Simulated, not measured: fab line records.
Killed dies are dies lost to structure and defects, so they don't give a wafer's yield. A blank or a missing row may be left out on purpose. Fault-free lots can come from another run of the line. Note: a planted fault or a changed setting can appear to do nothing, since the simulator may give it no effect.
A lot that was struck, set against a sound lot -- flow sky130 -- 15 steps out of a route of 708
Sound: wafers L788.1, L788.4, L788.5. Wafers struck: L798.1, L798.2, L798.5. The cause is named last.
For every step that has rows: the tool of each side, followed by ch and its chambers, followed by its first start. Under that, the readings that differ: sound wafers -- struck wafers -- difference of the means -- sigmas: that difference in standard deviations of wafers without a fault.
alike: a reading whose means differ by less than 2 such deviations, as well as words and numbers matching on both sides. not compared: withheld readings; readings where some wafer has no value; bounds like >300 that might hide an equal value; numbers whose values overlap and for which the record gives no deviation.
Wherever a step has rows on one side only, a row that says differs or no value, or a row with sigmas, the two part there. Numbers that have no deviation but don't overlap get no sigmas and don't part them. A reading missing from all wafers of one side parts the sides only when that side holds two or more wafers.

first, 5 steps without rows for these wafers: SKY_LI_CONTACT_COAT_07 (resist thk 450 nm); SKY_LI_CONTACT_SOFTBAKE_08 (time 90 s); SKY_LI_CONTACT_EXPOSE_09 (exposes mask LICM1, target cd 170 nm); SKY_LI_CONTACT_PEB_10; SKY_LI_CONTACT_DEVELOP_11 (develop time 60 s).
SKY_LI_CONTACT_CD_MEAS_12: target cd 170 nm.
  sound on cd-sem-02 at day 29 19:25; struck on cd-sem-02 at day 33 07:46
  alike: cd-nm
SKY_LI_CONTACT_OVL_MEAS_13:
  sound on overlay-02 at day 29 19:32; struck on overlay-01 at day 33 07:53
  alike: LI_CONTACT_OVL
SKY_LI_CONTACT_ETCH_14: etches BARC in N2/H2, stops on SiO2, time 45.9 s, target depth 60 nm.
  sound on rie-diel-04 ch 1,3, day 29 19:34; struck on rie-diel-03 ch 0,1,2, day 33 07:56
  alike: drypump-motor-current-A, oes-product-au, rf-fwd-power-W, throttle-valve-pct
  not compared: rf-hours-counter-h
SKY_LI_CONTACT_ETCH_15: etches PSG in C4F8/O2/Ar, stops on Si, target depth 600 nm.
  sound on rie-diel-04 ch 1,3, day 29 19:37; struck on rie-diel-03 ch 0,1,2, day 33 07:58
reading,sound,struck,difference,sigmas
rf-fwd-power-W (W),1494 1505 1507,1491 1493 1490,-11,-2
  alike: oes-product-au
SKY_LI_CONTACT_STRIP_16: strips in O2/N2.
  sound on plasma-asher-03 ch 0,1, day 29 19:41; struck on plasma-asher-03 ch 0,1, day 33 08:03
  alike: drypump-motor-current-A, oes-product-au, strip-time-to-endpoint-s
  not compared: rf-hours-counter-h
then, 2 steps without rows for these wafers: SKY_LI_CONTACT_CLEAN_17 (cleans in NMP, time 600 s); SKY_LI_CONTACT_PRE_CLEAN_18 (time 5.6 s).
SKY_LI_CONTACT_SPUTTER_19: material Ti, target thk 20 nm, time 106.37 s.
  sound on pvd-sputter-01 at day 29 20:00; struck on pvd-sputter-01 at day 33 08:21
reading,sound,struck,difference,sigmas
model.Ti_of_LI_CONTACT_SPUTTER_19.thk-nm (nm),20.22 20.1 20.17,28.74 28.63 28.72,+8.53,
  alike: cathode-dc-power-W, throttle-valve-pct
SKY_LI_CONTACT_SPUTTER_20: material TiN, target thk 20 nm, time 80 s.
  sound on pvd-sputter-01 at day 29 20:05; struck on pvd-sputter-01 at day 33 08:26
  alike: cathode-dc-power-W, throttle-valve-pct
then, 1 step without rows for these wafers: SKY_PAD_OPEN_PROBE_99.

== WHERE THEY PART ==
Only at SKY_LI_CONTACT_ETCH_15, within this record. Later steps at which nothing parts them and some readings are alike: SKY_LI_CONTACT_STRIP_16, SKY_LI_CONTACT_SPUTTER_19, SKY_LI_CONTACT_SPUTTER_20.

WHY: whatever the simulator had introduced
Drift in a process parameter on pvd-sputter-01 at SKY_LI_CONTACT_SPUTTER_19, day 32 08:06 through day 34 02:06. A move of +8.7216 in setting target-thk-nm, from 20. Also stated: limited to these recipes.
